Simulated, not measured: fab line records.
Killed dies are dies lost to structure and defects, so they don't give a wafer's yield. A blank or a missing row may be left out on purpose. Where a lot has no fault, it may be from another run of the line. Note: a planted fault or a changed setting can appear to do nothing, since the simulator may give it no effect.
Which tool was responsible? ; flow sky130 ; route of 708 steps, sampled at 1 step: 12 lots, 36 wafers

WHAT EACH GAUGE READ, for each wafer
SKY_FIELD_ISO_THK_MEAS_04.
lot;measured;on;FIELD_ISO_CVD_03_THK (nm)
L190;day 1 13:48;filmMetro-01;167.6 166.5 167.1
L192;day 1 23:46;filmMetro-01;165.0 166.1 165.8
L194;day 2 10:04;filmMetro-01;162.8 163.1 162.7
L195;day 2 14:52;filmMetro-01;166.2 166.9 166.2
L197;day 3 01:51;filmMetro-02;166.2 166.1 166.4
L198;day 3 06:02;filmMetro-02;165.7 165.3 166.6
L199;day 3 10:29;filmMetro-02;165.0 163.7 164.8
L208;day 5 08:14;filmMetro-04;167.6 167.3 168.0
L209;day 5 12:38;filmMetro-04;164.1 164.8 164.4
L210;day 5 17:32;filmMetro-02;166.4 169.5 169.3
L211;day 5 23:14;filmMetro-02;165.9 166.9 166.2
L213;day 6 10:00;filmMetro-04;168.5 167.1 165.6

WHAT TOOL EACH LOT RAN ON (gives the tool, then ch and the chambers of the sampled wafers, and finally the start)
Record: no process step prior to these readings.

WHAT THE TOOLS THEMSELVES READ (means of the sampled wafers that have a number; where no wafer has one, the mark that the record gives instead)
The record holds no such reading with a usual standard deviation.

THE ANSWER, worked out from the rows above alone
Rule: usual is defined by the lots themselves. The widest of any qualifying gaps counts: lots, ordered by their means at a reading, are off when they make up no more than a third of the lots, leave a main group of 4 or more, and stand apart from it by 3 or more times the standard deviation of that group's means. Not used: any main group whose means are identical at the precision the tables above print for the reading. A lot without any number at a reading at which 4 lots or more have one is off too. All remaining lots with rows at the step are treated as sound. Order of review: gauges by route order, followed by the tools' own readings, for which a lot's mean as printed above is used. The first step at which some lot is off is used, and at that step the reading that is off furthest; a lot without a number counts as furthest.
No lot is off at any reading shown: from this, nothing can be told.

WHAT THE SIMULATOR PUT IN
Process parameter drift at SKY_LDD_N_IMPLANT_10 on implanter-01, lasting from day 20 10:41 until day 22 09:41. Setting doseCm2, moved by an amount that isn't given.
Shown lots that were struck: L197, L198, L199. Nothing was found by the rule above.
